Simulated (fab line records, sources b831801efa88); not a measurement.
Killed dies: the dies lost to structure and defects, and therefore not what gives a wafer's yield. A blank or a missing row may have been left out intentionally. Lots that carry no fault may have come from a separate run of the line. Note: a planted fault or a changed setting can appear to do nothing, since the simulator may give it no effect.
Split-lot experiment + flow sky130 + 27 wafers read across 5 lots, on a route 708 steps long

== SPLIT DETAILS ==
At SKY_METAL2_METAL_ETCH_19 (etches the open film in Cl2/BCl3, stops on SiO2, target depth 360 nm, time 78 s), the setting time s was moved away from the recipe's 78 s on 9 of the 27 wafers read, by -53.2% to +20.0%. This setting was run at the recipe's value on the other wafers.

There is no step in the file separating the split from the reading.

== THE READING ==
oes product au, in a.u., at SKY_METAL2_STRIP_20 (strips in O2/N2). Typical for fault-free wafers on this fab line: 0.344 a.u., with standard deviation 0.0054 a.u.

| wafer  | tool, chamber at the split | time s as run, s | against the recipe | oes product au, a.u. | against lot-mates on the recipe |
|--------|----------------------------|------------------|--------------------|----------------------|---------------------------------|
| L074.1 | rie metal-01, 0            | 78               | recipe             | 0.345                | -                               |
| L074.2 | rie metal-01, 1            | 78               | recipe             | 0.347                | -                               |
| L074.3 | rie metal-01, 0            | 78               | recipe             | 0.350                | -                               |
| L074.4 | rie metal-01, 1            | 78               | recipe             | 0.340                | -                               |
| L074.5 | rie metal-01, 0            | 78               | recipe             | 0.352                | -                               |
| L074.6 | rie metal-01, 1            | 78               | recipe             | 0.354                | -                               |
| L076.1 | rie metal-01, 0            | 36.48            | -53.2%             | 0.393                | +0.048                          |
| L076.2 | rie metal-01, 1            | 36.48            | -53.2%             | 0.396                | +0.051                          |
| L076.3 | rie metal-01, 1            | 78               | recipe             | 0.353                | -                               |
| L076.4 | rie metal-01, 0            | 78               | recipe             | 0.340                | -                               |
| L076.5 | rie metal-01, 1            | 36.48            | -53.2%             | 0.399                | +0.054                          |
| L076.6 | rie metal-01, 0            | 78               | recipe             | 0.342                | -                               |
| L079.1 | rie metal-01, 0            | 78               | recipe             | 0.347                | -                               |
| L079.2 | rie metal-01, 0            | 78               | recipe             | 0.345                | -                               |
| L079.3 | rie metal-01, 0            | 78               | recipe             | 0.345                | -                               |
| L083.1 | rie metal-01, 0            | 59.4             | -23.8%             | 0.365                | +0.025                          |
| L083.2 | rie metal-01, 1            | 59.4             | -23.8%             | 0.363                | +0.023                          |
| L083.3 | rie metal-01, 0            | 78               | recipe             | 0.341                | -                               |
| L083.4 | rie metal-01, 1            | 78               | recipe             | 0.338                | -                               |
| L083.5 | rie metal-01, 1            | 78               | recipe             | 0.340                | -                               |
| L083.6 | rie metal-01, 0            | 59.4             | -23.8%             | 0.382                | +0.042                          |
| L085.1 | rie metal-01, 0            | 78               | recipe             | 0.346                | -                               |
| L085.2 | rie metal-01, 1            | 93.57            | +20.0%             | 0.314                | -0.026                          |
| L085.3 | rie metal-01, 1            | 78               | recipe             | 0.334                | -                               |
| L085.4 | rie metal-01, 0            | 93.57            | +20.0%             | 0.319                | -0.021                          |
| L085.5 | rie metal-01, 0            | 78               | recipe             | 0.341                | -                               |
| L085.6 | rie metal-01, 1            | 93.57            | +20.0%             | 0.321                | -0.019                          |

FIT RESULTS
A straight line over all 27 wafers: oes product au changes by -0.00104 a.u. for each +1% of time s; r = -0.96; the points scatter about the line by 0.006 a.u.
The same after taking each lot's own level away (the mean of its wafers on the recipe; 27 wafers): -0.00102 a.u. for each +1%; r = -0.97; scatter 0.0054 a.u.
On that fit, the largest move of time s shifts the reading by 0.054 a.u.
The span of the lots' own levels, 0.3397 to 0.3480 a.u., comes to 1.5 times the standard deviation stated above.
Consequently the slope shifts little with the lot-to-lot level, the two slopes agreeing.
Check: +0.0566 a.u. against its lot-mates is what the line predicts for one of the wafers moved furthest among these (-53.2%) when that wafer is left out of the fit. It came out at +0.048 a.u. against them.
Tool readings at the split's step, against how far the setting was moved: oes product au r = -0.90.

== ADDITIONAL SPLITS CARRIED BY THESE WAFERS ==
Before the reading, these wafers also passed through other splits. Each is held against what the fit with the lots' levels taken away leaves over:
| other split on the same wafers        | wafers away from the commonest value | r with oes product au (lot level and that fit taken away) |
|---------------------------------------|--------------------------------------|-----------------------------------------------------------|
| SKY_CONTACT_DEVELOP_13 develop time s | 12                                   | -0.01                                                     |
| SKY_METAL2_SPUTTER_00 time s          | 9                                    | +0.24                                                     |

== THE WHOLE CHAIN: every reading that the file lists as answering this split, in the file's order ==
| step                     | what it does                                                                    | reading                                                                             | change (the file's fit)                   | r (the file's) |
|--------------------------|---------------------------------------------------------------------------------|-------------------------------------------------------------------------------------|-------------------------------------------|----------------|
| SKY_METAL2_METAL_ETCH_19 | etches the open film in Cl2/BCl3, stops on SiO2, target depth 360 nm, time 78 s | oes product au                                                                      | -0.00295 a.u. for each +1% of the setting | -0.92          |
| SKY_METAL2_METAL_ETCH_19 | etches the open film in Cl2/BCl3, stops on SiO2, target depth 360 nm, time 78 s | METAL2.feature depth nm (the simulator's own value, which no gauge read)            | +2.12 nm for each +1% of the setting      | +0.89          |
| SKY_METAL2_METAL_ETCH_19 | etches the open film in Cl2/BCl3, stops on SiO2, target depth 360 nm, time 78 s | KrF-thick_of_METAL2_COAT_10.thk nm (the simulator's own value, which no gauge read) | -2.38 nm for each +1% of the setting      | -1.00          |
| SKY_METAL2_METAL_ETCH_19 | etches the open film in Cl2/BCl3, stops on SiO2, target depth 360 nm, time 78 s | METAL2.cd nm (the simulator's own value, which no gauge read)                       | -0.272 nm for each +1% of the setting     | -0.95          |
| SKY_METAL2_STRIP_20      | strips in O2/N2                                                                 | oes product au                                                                      | -0.00102 a.u. for each +1% of the setting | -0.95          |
| SKY_METAL2_STRIP_20      | strips in O2/N2                                                                 | strip time to endpoint s                                                            | withheld for each +1% of the setting      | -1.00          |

== THE FILE'S OWN FIT ==
oes product au changes by -0.00102 a.u. for each +1% of time s, r = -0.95.
